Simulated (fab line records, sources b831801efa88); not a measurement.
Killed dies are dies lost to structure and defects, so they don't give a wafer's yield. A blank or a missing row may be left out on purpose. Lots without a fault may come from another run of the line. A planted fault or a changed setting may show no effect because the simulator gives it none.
A struck lot beside a sound one | flow sky130 | 25 steps out of a route of 708
Sound: wafers L851.2, L851.3, L851.6. Struck: wafer L870.6. (L870.3 of the same lot was not struck and is left out.) The cause comes at the end.
At each step with rows: each side's tool, then ch and its chambers, then its first start. Under that, the readings that differ: sound wafers | struck wafers | difference of the means | sigmas: that difference in standard deviations of wafers without a fault.
alike: readings whose means differ by less than 2 such deviations, and words and numbers that are the same on both sides. not compared: withheld readings, readings that some wafer has no value for, bounds like >300 that may hide the same value, and numbers for which the record gives no deviation and whose values overlap.
The two part at a step that has a row with sigmas, a row that says differs or no value, or rows on one side only. Numbers that don't overlap but have no deviation are shown without sigmas and don't part them. A reading that every wafer of one side lacks parts them only if that side has two wafers or more.

first, 9 steps without rows for these wafers: SKY_LI_CONTACT_ETCH_14 (etches BARC in N2/H2, stops on SiO2, time 45.9 s, target depth 60 nm); SKY_LI_CONTACT_ETCH_15 (etches PSG in C4F8/O2/Ar, stops on Si, target depth 600 nm); SKY_LI_CONTACT_STRIP_16 (strips in O2/N2); SKY_LI_CONTACT_CLEAN_17 (cleans in NMP, time 600 s); SKY_LI_CONTACT_PRE_CLEAN_18 (time 5.6 s); SKY_LI_CONTACT_SPUTTER_19 (material Ti, target thk 20 nm, time 106.37 s); SKY_LI_CONTACT_SPUTTER_20 (material TiN, target thk 20 nm, time 80 s); SKY_LI_CONTACT_CVD_21 (deposits W, target thk 400 nm, time 120.56 s); SKY_LI_CONTACT_CMP_24 (polishes, stops on PSG, t overpolish 20 s, target thk 0 nm).
SKY_LOCAL_INTERCONNECT_SPUTTER_00: material TiN, target thk 100 nm, time 83.3 s.
  sound on pvd_sputter-02, day 28 18:35; struck on pvd_sputter-02, day 36 05:50
  reading                                                | sound             | struck | difference | sigmas
  model.TiN_of_LOCAL_INTERCONNECT_SPUTTER_00.thk_nm (nm) | 100.1 100.1 100.4 | 145.1  | +44.9      |
  alike: throttle_valve_pct
SKY_LOCAL_INTERCONNECT_RS_MEAS_01: measures by four-point-probe.
  sound on film_metro-01, day 28 18:40; struck on film_metro-01, day 36 06:14
  reading                            | sound             | struck | difference | sigmas
  LOCAL_INTERCONNECT_TIN_RS (ohm/sq) | 14.12 14.14 14.09 | 9.59   | -4.53      | -32
  not compared: hold
SKY_LOCAL_INTERCONNECT_THK_MEAS_02: measures by xrf.
  sound on film_metro-01, day 28 18:46; struck on film_metro-01, day 36 11:37
  reading                         | sound           | struck | difference | sigmas
  LOCAL_INTERCONNECT_TIN_THK (nm) | 99.7 99.6 100.1 | 143.0  | +43.2      | +44
  not compared: hold
then, 8 steps without rows for these wafers: SKY_LOCAL_INTERCONNECT_HMDS_04 (prime time 60 s); SKY_LOCAL_INTERCONNECT_COAT_05 (resist thk 60 nm); SKY_LOCAL_INTERCONNECT_COAT_06 (resist thk 450 nm); SKY_LOCAL_INTERCONNECT_SOFTBAKE_07 (time 90 s); SKY_LOCAL_INTERCONNECT_EXPOSE_08 (exposes mask LI1M, target cd 170 nm); SKY_LOCAL_INTERCONNECT_PEB_09; SKY_LOCAL_INTERCONNECT_DEVELOP_10 (develop time 60 s); SKY_LOCAL_INTERCONNECT_ETCH_13 (etches BARC in N2/H2, stops on SiO2, time 45.9 s, target depth 60 nm).
SKY_LOCAL_INTERCONNECT_METAL_ETCH_14: etches TiN in Cl2/BCl3, stops on PSG, target depth 110 nm, time 31.4 s.
  sound on rie_metal-04 ch 0,1, day 29 22:44; struck on rie_metal-04 ch 1, day 37 08:31
  reading                | sound                | struck | difference | sigmas
  oes_product_au (a.u.)  | 0.941 0.937 0.942    | 0.985  | +0.045     | +7
  throttle_valve_pct (%) | 21.923 21.917 21.910 | 21.867 | -0.050     | -5
  alike: chamber_pressure_mTorr, drypump_motor_current_A
  not compared: rf_hours_counter_h
then, 1 step without rows for these wafers: SKY_LOCAL_INTERCONNECT_STRIP_15 (strips in O2/N2).
SKY_LOCAL_INTERCONNECT_STRIP_16: strips in post etch residue remover, time 1200 s.
  sound on wet_bench-03 ch 1, day 29 22:53; struck on wet_bench-04 ch 0, day 37 08:38
  reading                                                | sound           | struck | difference | sigmas
  model.TiN_of_LOCAL_INTERCONNECT_SPUTTER_00.thk_nm (nm) | 99.65 99.64 100 | 144.7  | +44.9      |
then, 1 step without rows for these wafers: SKY_LOCAL_INTERCONNECT_CLEAN_17 (cleans in IPA, time 180 s).
-- the record jumps here: 13 days lie between the struck wafers' starts before and after (it left off in module LOCAL_INTERCONNECT and takes up again in module PAD_OPEN, whose first step shown is number 708 of the route) --
SKY_PAD_OPEN_PROBE_99:
  sound on prober-01, day 45 07:50; struck on prober-01, day 50 17:43
  reading            | sound    | struck | difference | sigmas
  killed_at_contacts | 23 34 18 | 429    | +404       | +79
  killed_dies        | 80 96 78 | 492    | +407       | +46
  killed_on_rim      | 18 23 11 | 96     | +79        | +22
  alike: killed_at_M0_to_M3, killed_at_M4_up, killed_at_front_end, killed_at_other, killed_open, killed_short
  not compared: hold

WHERE THEY PART
First at SKY_LOCAL_INTERCONNECT_RS_MEAS_01; last, within this record, at SKY_PAD_OPEN_PROBE_99.

WHY: what the simulator had put in
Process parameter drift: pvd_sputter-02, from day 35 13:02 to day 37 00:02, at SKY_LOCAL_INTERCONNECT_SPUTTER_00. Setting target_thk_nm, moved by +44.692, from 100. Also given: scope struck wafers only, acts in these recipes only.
